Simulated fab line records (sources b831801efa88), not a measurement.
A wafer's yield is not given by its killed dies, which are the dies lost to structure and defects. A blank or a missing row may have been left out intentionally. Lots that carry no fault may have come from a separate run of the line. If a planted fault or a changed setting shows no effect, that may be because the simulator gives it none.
Problem report in the 8D (eight disciplines) form, filled by code / flow sky130 / the parts of the form that need people (team, actions taken, sign-off) are left out

## 1. WHAT WENT WRONG
Wafers with no fault read 6500.0 W with a standard deviation of 1.1, whereas cathode-dc-power-W at SKY_METAL1_SPUTTER_01 reads a mean of 8038.8 W on 1 wafer of 1 lot. That is +99 or more standard deviations from the usual mean.
The step: material TiN, target thk 20 nm, time 16.7 s.
Earliest sighting: wafer L331.6 on pvd-sputter-04 at day 34 23:17. At this step, 36 wafers from 12 lots have a number in the record. Rule for "out", or "out of limits": more than 4 standard deviations from the usual mean. All remaining wafers that have a number are taken as sound.

## 2. WHAT IT IS; WHAT IT IS NOT
question=which readings at this step | is=cathode-dc-power-W | is not=throttle-valve-pct
question=which lots | is=L331 | is not=L324, L325, L326, L327, L328, L334, L337, L340, L342, L345, L347
question=which wafers of those lots | is=L331.6 | is not=L331.3, L331.4
question=read on which tools | is=pvd-sputter-04 | is not=pvd-sputter-03
question=when | is=from day 34 23:17 | is not=up to then (17 sound wafers); but 18 sound wafers of L334, L337, L340, L342, L345, L347 came after

## 3. SUSPECTS, AND WHAT RULES EACH OUT
Counting: a tool at a process step up to the reading stays a suspect if it ran every lot that is out. Sound lots after the first of them don't rule it out here, since some wafers of a struck lot are sound.
- pvd-sputter-02 at SKY_CONTACT_SPUTTER_23 (material TiN, target thk 20 nm, time 80 s): kept. It processed L331, the lot that is out, at day 34 22:37, and its most recent sound lot before then was L327 at day 33 14:26.
- cvd-w-01 at SKY_CONTACT_CVD_24 (deposits W, target thk 340 nm, time 102.12 s): kept. It processed L331, the lot that is out, at day 34 22:43, and its most recent sound lot before then was L328 at day 33 23:27.
- pvd-sputter-04 at SKY_METAL1_SPUTTER_01 (material TiN, target thk 20 nm, time 16.7 s): kept. It processed L331, the lot that is out, at day 34 23:17, and its most recent sound lot before then was L327 at day 33 15:07. Out on those wafers are its own readings of cathode-dc-power-W.
After the count, these remain: pvd-sputter-02 at SKY_CONTACT_SPUTTER_23, cvd-w-01 at SKY_CONTACT_CVD_24 and pvd-sputter-04 at SKY_METAL1_SPUTTER_01.

## 4. THE CAUSE (what the simulator had put in)
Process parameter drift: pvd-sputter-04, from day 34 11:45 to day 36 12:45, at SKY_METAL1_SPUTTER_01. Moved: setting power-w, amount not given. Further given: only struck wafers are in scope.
3 suspects survive the count, and this tool is in that group.

## 5. SEQUENCE OF EFFECTS, ordered by route
One row per reading whose mean, taken over the struck wafers that have a number, lies over 3 standard deviations from the usual. Scope: only readings with a usual standard deviation given in the record; hours: median across lots of the time from each lot's start at the first step in this table that gives one to its start at this step; sigmas: change in usual standard deviations.
hours=0; step=SKY_METAL1_SPUTTER_01; reading=cathode-dc-power-W; usual=6500.0 W; on struck wafers=8038.8; change=+1538.8; sigmas=+99 or more
Process steps it contains:
- SKY_METAL1_SPUTTER_01: material TiN, target thk 20 nm, time 16.7 s.
At these later measuring or inspecting steps, every struck wafer for which the step has a row has a number for every such reading, and none has moved that far: SKY_METAL1_RS_MEAS_05.

## 6. WHAT WOULD HAVE CAUGHT IT SOONER
In this record no reading fell out of limits until day 34 23:17, 12 hours after the fault had begun at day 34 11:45.
